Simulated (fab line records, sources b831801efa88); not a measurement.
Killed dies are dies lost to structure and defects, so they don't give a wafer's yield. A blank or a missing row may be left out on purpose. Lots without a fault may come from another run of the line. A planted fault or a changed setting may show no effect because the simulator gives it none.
A struck lot beside a sound one | flow sky130 | 17 steps out of a route of 708
Sound: wafers L903.1, L903.4, L903.5. Struck: wafers L899.3, L899.4, L899.5. The cause comes at the end.
At each step with rows: each side's tool, then ch and its chambers, then its first start. Under that, the readings that differ: sound wafers | struck wafers | difference of the means | sigmas: that difference in standard deviations of wafers without a fault.
alike: readings whose means differ by less than 2 such deviations, and words and numbers that are the same on both sides. not compared: withheld readings, readings that some wafer has no value for, bounds like >300 that may hide the same value, and numbers for which the record gives no deviation and whose values overlap.
The two part at a step that has a row with sigmas, a row that says differs or no value, or rows on one side only. Numbers that don't overlap but have no deviation are shown without sigmas and don't part them. A reading that every wafer of one side lacks parts them only if that side has two wafers or more.

SKY_METAL4_SPUTTER_04: material TiN, target thk 70 nm, time 58.3 s.
  sound on pvd_sputter-03, day 43 04:29; struck on pvd_sputter-01, day 41 09:15
  alike: throttle_valve_pct
SKY_CAP2M_CVD_00: deposits SiO2, target thk 15.5 nm.
  sound on pecvd-02 ch 0,1,2, day 43 04:32; struck on pecvd-04 ch 0,1,2, day 41 09:18
  alike: heater_power_w, susceptor_temp_C
SKY_CAP2M_THK_MEAS_01:
  sound on film_metro-04, day 43 04:33; struck on film_metro-03, day 41 09:20
  alike: CAP2M_CVD_00_THK
SKY_CAP2M_SPUTTER_02: material TiN, target thk 200 nm, time 166.7 s.
  sound on pvd_sputter-04, day 43 04:37; struck on pvd_sputter-03, day 41 09:23
  alike: susceptor_temp_C, throttle_valve_pct
SKY_CAP2M_RS_MEAS_03: measures by four-point-probe.
  sound on film_metro-02, day 43 04:43; struck on film_metro-04, day 41 09:32
  reading               | sound          | struck         | difference | sigmas
  CAP2M_TIN_RS (ohm/sq) | 6.86 6.82 6.84 | 7.11 7.02 7.07 | +0.23      | +3
SKY_CAP2M_THK_MEAS_04: measures by xrf.
  sound on film_metro-02, day 43 04:50; struck on film_metro-04, day 41 09:38
  reading            | sound             | struck            | difference | sigmas
  CAP2M_TIN_THK (nm) | 200.0 201.1 200.8 | 193.5 196.1 195.0 | -5.8       | -3
then, 6 steps without rows for these wafers: SKY_CAP2M_DEHYDRATE_05 (time 60 s); SKY_CAP2M_HMDS_06 (prime time 60 s); SKY_CAP2M_COAT_07 (resist thk 1140 nm); SKY_CAP2M_SOFTBAKE_08 (time 60 s); SKY_CAP2M_EXPOSE_09 (exposes mask CAP2M, target cd 1000 nm); SKY_CAP2M_PEB_10.
SKY_CAP2M_DEVELOP_11: develop time 60 s.
  sound on litho_track-04 ch 0, day 44 02:58; struck on litho_track-03 ch 0, day 42 08:37
SKY_CAP2M_OVL_MEAS_12:
  sound on overlay-01, day 44 03:07; struck on overlay-02, day 42 08:44
  alike: CAP2M_OVL
SKY_CAP2M_METAL_ETCH_13: etches TiN in Cl2/BCl3, stops on SiO2, target depth 220 nm, time 62.9 s.
  sound on rie_metal-02 ch 0,1, day 44 03:09; struck on rie_metal-02 ch 1, day 42 08:48
  reading                | sound             | struck            | difference | sigmas
  oes_product_au (a.u.)  | 0.944 0.955 0.941 | 0.915 0.926 0.931 | -0.023     | -3
  model.CAP2M.cd_nm (nm) | 998.2 996.9 998.7 | 1016 1017 1015    | +18        |
  alike: drypump_motor_current_A, throttle_valve_pct
  not compared: rf_hours_counter_h
SKY_CAP2M_STRIP_14: strips in O2/N2.
  sound on plasma_asher-04 ch 0, day 44 03:13; struck on plasma_asher-02 ch 0,1, day 42 08:56
  alike: drypump_motor_current_A, o2_flow_sccm, oes_product_au, strip_time_to_endpoint_s
  not compared: rf_hours_counter_h
SKY_PAD_OPEN_PROBE_99:
  the record has rows for the sound wafers here (prober-01, day 48 16:37) and none for the struck ones

WHERE THEY PART
First at SKY_CAP2M_RS_MEAS_03; last, within this record, at SKY_PAD_OPEN_PROBE_99.

WHY: what the simulator had put in
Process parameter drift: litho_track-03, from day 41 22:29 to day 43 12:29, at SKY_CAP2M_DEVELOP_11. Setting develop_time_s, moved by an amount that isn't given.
